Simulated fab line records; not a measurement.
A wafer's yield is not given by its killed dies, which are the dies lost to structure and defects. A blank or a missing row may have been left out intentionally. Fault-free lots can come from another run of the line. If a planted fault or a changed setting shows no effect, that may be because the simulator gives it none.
Which tool did it?    flow sky130    6 lots with 18 wafers sampled at 3 steps, on a route of 708 steps

## WHAT EACH GAUGE READ, for each wafer
SKY_LI_CONTACT_THK_MEAS_23: measures by xrf.
lot   measured      on             LI_CONTACT_W_THK (nm)
L712  day 29 13:17  film_metro-01  407 405 410
L716  day 30 17:51  film_metro-02  409 403 405
L724  day 34 01:17  film_metro-01  404 410 404
L726  day 34 17:14  film_metro-04  406 400 400
L730  day 35 05:50  film_metro-02  412 411 407
L732  day 36 01:11  film_metro-01  398 411 408

## EACH LOT AND THE TOOL THAT RAN IT (in order: tool; ch and the chambers of the sampled wafers; start)
lot   SKY_GATE_OXIDE_OXIDATION_01    SKY_POLY_GATE_ETCH_15
L712  furnace-02 ch 0, day 13 05:20  rie_diel-01 ch 0,1,3, day 16 13:47
L716  furnace-02 ch 0, day 14 01:32  rie_diel-01 ch 0,2, day 17 19:29
L724  furnace-02 ch 0, day 17 09:43  rie_diel-04 ch 1,2,3, day 21 15:01
L726  furnace-02 ch 0, day 18 00:32  rie_diel-03 ch 0,2, day 22 08:08
L730  furnace-02 ch 0, day 18 16:01  rie_diel-03 ch 1,2, day 22 21:50
L732  furnace-02 ch 0, day 19 16:52  rie_diel-04 ch 0,1,3, day 23 19:16
- SKY_GATE_OXIDE_OXIDATION_01: stabilise 600 s, purge 300 s, target thk 10.268 nm.
- SKY_POLY_GATE_ETCH_15: etches BARC in N2/H2, stops on SiO2, time 118.5 s, target depth 110 nm.

## THE ANSWER, worked out from the rows above alone
Rule: the lots themselves supply what counts as usual. The widest of any qualifying gaps counts: lots, ordered by their means at a reading, are off when they make up no more than a third of the lots, leave a main group of 4 or more, and stand apart from it by 3 or more times the standard deviation of that group's means. The tables above print the reading to a certain number of digits; a main group whose means all agree to those digits is not used. A lot without any number at a reading at which 4 lots or more have one is off too. Where the step has rows for the other lots, those lots are counted as sound.
No lot is off at any reading shown: from this, nothing can be told.

## WHAT THE SIMULATOR HAD INSERTED
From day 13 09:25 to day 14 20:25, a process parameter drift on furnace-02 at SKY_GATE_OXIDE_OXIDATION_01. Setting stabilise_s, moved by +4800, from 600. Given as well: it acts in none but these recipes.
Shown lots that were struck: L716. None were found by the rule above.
